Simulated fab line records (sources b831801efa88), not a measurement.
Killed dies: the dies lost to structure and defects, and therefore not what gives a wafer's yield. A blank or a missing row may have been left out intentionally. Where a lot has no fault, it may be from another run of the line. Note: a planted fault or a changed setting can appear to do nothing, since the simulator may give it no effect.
Matching of chambers	flow sky130	4 sister chambers for SKY_VIA1_CMP_24 on cmp-02
The step polishes, stops on SiO2, t overpolish 15 s, target thk 0 nm. 4 wafers are shown with their chamber, then 8 later ones without.

## WAFERS WITH THEIR CHAMBER
wafer	chamber	motorCurrentA (A)
L802.5	3	10.1
L803.1	0	9.5
L803.3	2	9.0
L805.2	1	10.9

## WAFERS WHOSE CHAMBER IS MISSING
wafer	motorCurrentA (A)
L805.5	9.3
L805.6	10.1
L806.1	11.4
L806.2	9.1
L806.6	9.5
L817.3	8.5
L817.4	10.1
L817.6	10.5

## EACH ONE'S CHAMBER
wafer	from the rows above	in truth
L805.5	can't be placed: 0 or 2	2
L805.6	3	3
L806.1	1	1
L806.2	can't be placed: 2 or 0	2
L806.6	can't be placed: 0 or 2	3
L817.3	can't be placed: 2 or 0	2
L817.4	3	3
L817.6	can't be placed: 1 or 3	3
3 of 8 placed correctly. Not placeable from these rows: 5 (in 4, the candidates include the true chamber). Wrongly placed: 0.
How it was worked out, from the rows above alone: a wafer's distance from a chamber is the root of the sum, over the readings, of the square of ((its reading less the chamber's mean) divided by the reading's scatter). If the next closest chamber is less than 2 further off than the closest, the wafer can't be placed; otherwise it belongs to the closest. A chamber's mean is the mean of its shown wafers. The scatter: root of mean squared gap, hidden wafer to nearest shown wafer, with one shown wafer a chamber.
